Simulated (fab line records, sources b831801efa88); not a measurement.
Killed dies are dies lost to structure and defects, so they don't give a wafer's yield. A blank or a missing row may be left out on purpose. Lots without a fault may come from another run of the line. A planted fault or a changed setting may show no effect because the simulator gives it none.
Problem report in the 8D (eight disciplines) form, filled by code | flow gf180mcu | the parts of the form that need people (team, actions taken, sign-off) are left out

1. THE PROBLEM
M4_ALCU_RS at GF_M4_RS_MEAS_05 reads a mean of 0.0810 ohm/sq on 6 wafers of 2 lots; wafers without a fault read 0.0694 ohm/sq with a standard deviation of 0.00073. That is +16 standard deviations from the usual mean.
The step: measures by four-point-probe.
First seen on wafer L805.1, day 28 01:37, on film_metro-02. The record holds 30 wafers of 10 lots with a number at this step. Rule for "out", or "out of limits": more than 4 standard deviations from the usual mean. The other wafers with a number count as sound.

2. WHAT IT IS AND WHAT IT IS NOT
question                    | is                     | is not
which readings at this step | M4_ALCU_RS             | -
which lots                  | L805, L807             | L788, L789, L790, L792, L798, L804, L808, L810
which wafers of those lots  | all that have a number | -
read on which gauges        | film_metro-02          | film_metro-01, film_metro-04
when                        | from day 28 01:37      | up to then (18 sound wafers); but 6 sound wafers of L808, L810 came after

3. SUSPECTS, AND WHAT RULES EACH OUT
Counting: a tool at a process step up to the reading stays a suspect if it ran every lot that is out and no sound lot after the first of them.
- the gauge at GF_M4_RS_MEAS_05: ruled out. All the wafers that are out were read on film_metro-02, but those of them that GF_M4_SPUTTER_02 has rows for are out there too, on other tools.
- rie_diel-02 at GF_SAB_ETCH_11 (etches SiO2 in C4F8/O2/Ar, target depth 55 nm, time 8.5 s): kept. It ran every lot that is out, first L805 (day 21 06:17), and no sound lot after that; its last sound lot up to then is L798 (day 18 20:12).
- pvd_sputter-01 at GF_M4_SPUTTER_02 (material AlCu, target thk 450 nm, time 23.9 s): kept. It ran every lot that is out, first L805 (day 28 01:31), and no sound lot after that; its last sound lot up to then is L804 (day 27 18:31). Its own readings are out on those wafers: chamber_pressure_pa, throttle_valve_pct.
Left after counting: rie_diel-02 at GF_SAB_ETCH_11, pvd_sputter-01 at GF_M4_SPUTTER_02.

4. THE CAUSE (what the simulator had put in)
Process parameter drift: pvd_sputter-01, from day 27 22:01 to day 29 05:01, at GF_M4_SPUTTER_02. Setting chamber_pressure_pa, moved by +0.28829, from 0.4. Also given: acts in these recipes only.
Counting left 2 suspects, and this tool is among them.

5. THE CHAIN OF EFFECTS, in route order
Each row: a reading whose mean over the struck wafers that have a number lies more than 3 standard deviations from the usual. Only readings for which the record gives a usual standard deviation are gone through. hours: the time from each lot's start at the first step in this table that gives one to its start at this step, as a median over the lots. sigmas: the change in usual standard deviations.
hours | step                | reading             | usual         | on struck wafers | change  | sigmas
0     | GF_M4_SPUTTER_02    | chamber_pressure_pa | 0.4001 Pa     | 0.6892           | +0.2891 | +99 or more
0     | GF_M4_SPUTTER_02    | throttle_valve_pct  | 30.4 %        | 22.8             | -7.6    | -12
0     | GF_M4_RS_MEAS_05    | M4_ALCU_RS          | 0.0694 ohm/sq | 0.0810           | +0.0116 | +16
6     | GF_M4_THK_MEAS_06   | M4_ALCU_THK         | 440 nm        | 378              | -62     | -13
20    | GF_M4_METAL_ETCH_16 | oes_product_au      | 0.973 a.u.    | 0.915            | -0.058  | -8.9
20    | GF_M4_METAL_ETCH_16 | throttle_valve_pct  | 28.249 %      | 28.308           | +0.059  | +6.2
The process steps in it:
- GF_M4_SPUTTER_02: material AlCu, target thk 450 nm, time 23.9 s.
- GF_M4_METAL_ETCH_16: etches the open film in Cl2/BCl3, stops on SiO2, target depth 627.5 nm, time 104.6 s.
Later measuring or inspecting steps at which every struck wafer that the step has a row for has a number for every such reading, and none has moved that far: GF_V4_OVL_MEAS_15.

6. WHAT WOULD HAVE CAUGHT IT SOONER
In this record the first reading out of limits at a measuring or inspecting step was taken at day 28 01:37, 4 hours after the fault began at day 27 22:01.
The tool's own readings at GF_M4_SPUTTER_02 were out on every struck wafer that the step has a row for (chamber_pressure_pa, throttle_valve_pct): an alarm limit on them would have fired on the first of those.
Of the lots that are out (2), L807 began GF_M4_SPUTTER_02 on pvd_sputter-01 after day 28 01:37. A hold on the tool at that time would have spared it.
